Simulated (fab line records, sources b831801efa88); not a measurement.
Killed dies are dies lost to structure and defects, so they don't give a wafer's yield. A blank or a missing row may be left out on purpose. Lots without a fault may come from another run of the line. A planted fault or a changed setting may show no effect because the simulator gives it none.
A struck lot beside a sound one | flow sky130 | 15 steps out of a route of 708
Sound: wafers L732.3, L732.4, L732.6. Struck: wafers L738.2, L738.5. The cause comes at the end.
At each step with rows: each side's tool, then ch and its chambers, then its first start. Under that, the readings that differ: sound wafers | struck wafers | difference of the means | sigmas: that difference in standard deviations of wafers without a fault.
alike: readings whose means differ by less than 2 such deviations, and words and numbers that are the same on both sides. not compared: withheld readings, readings that some wafer has no value for, bounds like >300 that may hide the same value, and numbers for which the record gives no deviation and whose values overlap.
The two part at a step that has a row with sigmas, a row that says differs or no value, or rows on one side only. Numbers that don't overlap but have no deviation are shown without sigmas and don't part them. A reading that every wafer of one side lacks parts them only if that side has two wafers or more.

SKY_VIA1_CD_MEAS_12: target cd 150 nm.
  sound on cd_sem-02, day 34 20:56; struck on cd_sem-02, day 36 17:22
  alike: cd_nm
SKY_VIA1_OVL_MEAS_13:
  sound on overlay-01, day 34 21:01; struck on overlay-01, day 36 17:29
  alike: VIA1_OVL
then, 1 step without rows for these wafers: SKY_VIA1_ETCH_14 (etches BARC in N2/H2, stops on SiO2, time 45.9 s, target depth 60 nm).
SKY_VIA1_ETCH_15: etches SiO2 in C4F8/O2/Ar, stops on TiN, target depth 351 nm, time 54 s.
  sound on rie_diel-02 ch 1,3, day 34 21:05; struck on rie_diel-03 ch 0,3, day 36 17:33
  alike: oes_product_au
  not compared: rf_hours_counter_h
SKY_VIA1_STRIP_16: strips in O2/N2.
  sound on plasma_asher-01 ch 0,1, day 34 21:10; struck on plasma_asher-03 ch 0,1, day 36 17:36
  alike: drypump_motor_current_A, oes_product_au, strip_time_to_endpoint_s
  not compared: rf_hours_counter_h
then, 3 steps without rows for these wafers: SKY_VIA1_STRIP_17 (strips in post etch residue remover, time 1200 s); SKY_VIA1_CLEAN_18 (cleans in IPA, time 180 s); SKY_VIA1_CLEAN_19 (cleans in O3/DIW).
SKY_VIA1_SPUTTER_20: material TiN, target thk 20 nm, time 80 s.
  sound on pvd_sputter-02, day 34 21:44; struck on pvd_sputter-02, day 36 18:11
  alike: throttle_valve_pct
SKY_VIA1_CVD_21: deposits W, target thk 270 nm, time 80.902 s.
  sound on cvd_w-01 ch 0,1, day 34 21:49; struck on cvd_w-01 ch 1, day 36 18:15
  alike: heater_power_w
SKY_VIA1_RS_MEAS_22: measures by four-point-probe.
  sound on film_metro-02, day 34 21:55; struck on film_metro-01, day 36 18:22
  alike: VIA1_W_RS
SKY_VIA1_THK_MEAS_23: measures by xrf.
  sound on film_metro-02, day 34 22:01; struck on film_metro-01, day 36 18:28
  alike: VIA1_W_THK
SKY_VIA1_CMP_24: polishes, stops on SiO2, t overpolish 15 s, target thk 0 nm.
  sound on cmp-01 ch 0,2,3, day 34 22:07; struck on cmp-01 ch 0, day 36 18:34
  reading                | sound                | struck      | difference | sigmas
  overpolish_run_s (s)   | 15.002 14.995 14.999 | 0.043 0.031 | -14.962    | -99 or more
  time_to_endpoint_s (s) | 63 64 61             | 105 105     | +42        | +11
  alike: motor_current_A, retaining_ring_pressure_frac
SKY_METAL2_SPUTTER_00: material Ti, target thk 15 nm, time 10 s.
  the record has rows for the sound wafers here (pvd_sputter-04, day 34 22:22) and none for the struck ones
-- the record jumps here: 11 days lie between the struck wafers' starts before and after (it left off in module METAL2 and takes up again in module PAD_OPEN, whose first step shown is number 708 of the route) --
SKY_PAD_OPEN_PROBE_99:
  the record has rows for the struck wafers here (prober-01, day 47 22:05) and none for the sound ones

WHERE THEY PART
First at SKY_VIA1_CMP_24; last, within this record, at SKY_PAD_OPEN_PROBE_99.

WHY: what the simulator had put in
Process parameter drift: cmp-01, from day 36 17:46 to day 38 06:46, at SKY_VIA1_CMP_24. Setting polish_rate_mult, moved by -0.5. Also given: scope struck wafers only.
